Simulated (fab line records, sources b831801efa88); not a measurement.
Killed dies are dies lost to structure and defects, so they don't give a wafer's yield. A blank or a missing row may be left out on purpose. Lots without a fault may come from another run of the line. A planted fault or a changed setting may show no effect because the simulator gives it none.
One fault seen from 2 desks | flow sfq_line | each desk has only its own numbers; what lay behind them comes last

THE METROLOGY DESK
What the gauges read, lot by lot, whatever tool the lot ran on: means of the sampled wafers that have a number. A lot is out of limits, marked OUT, if its mean lies more than 4 standard deviations from the usual mean; the brackets give that distance.
Columns: A = M4_OVL at SFQ_M4_OVL_MEAS_926, usual -1 nm; B = I4_BOW at SFQ_I4_BOW_MEAS_927, usual 4 um; C = I4_OVL at SFQ_I4_OVL_MEAS_928, usual 0 nm
lot  | first seen here | A  | B  | C
L592 | day 34 08:49    | -3 | 5  | -4
L599 | day 37 19:21    | -3 | -4 | -0
L601 | day 38 23:02    | -4 | 4  | -1
L603 | day 39 07:15    | -4 | 15 | 4
L610 | day 47 11:53    | -1 | -3 | 9
L611 | day 47 16:41    | -3 | -1 | 1
This desk's finding: nothing out of limits on any of the 6 lots.

THE TOOL OWNER'S DESK: litho_track-04
The tool's own readings at SFQ_TRILAYER_I4_VIA_LITHO_COAT_108 (resist thk 62 nm): means of the sampled wafers that have a number, for each lot that ran on this tool. A lot is out of limits, marked OUT, if its mean lies more than 4 standard deviations from the usual mean; the brackets give that distance.
Columns: A = spin_speed_rpm at SFQ_TRILAYER_I4_VIA_LITHO_COAT_108, usual 2999.9 rpm
lot  | first seen here | A
L592 | day 34 14:14    | 2997.8
L610 | day 47 17:35    | 2910.4 (-45) OUT
L611 | day 47 22:41    | 2912.7 (-44) OUT
This desk's finding: out of limits on L610, L611; first on L610, day 47 17:35 (spin_speed_rpm at SFQ_TRILAYER_I4_VIA_LITHO_COAT_108). In limits: L592.

PUT TOGETHER
The tool owner's desk could have raised an alarm at day 47 17:35, on L610, L611.
The metrology desk saw nothing out of limits.
The metrology desk has L610, L611 on record, within its limits.
Of the lots named, all ran SFQ_TRILAYER_I4_VIA_LITHO_COAT_108 on litho_track-04.

WHAT THE SIMULATOR HAD PUT IN
Process parameter drift: litho_track-04, from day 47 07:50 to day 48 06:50, at SFQ_TRILAYER_I4_VIA_LITHO_COAT_108. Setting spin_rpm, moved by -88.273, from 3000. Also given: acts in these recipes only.
Lots struck among those shown: L610, L611.
Hours from the fault's start to each desk's first reading out of limits: the tool owner's desk, 10.
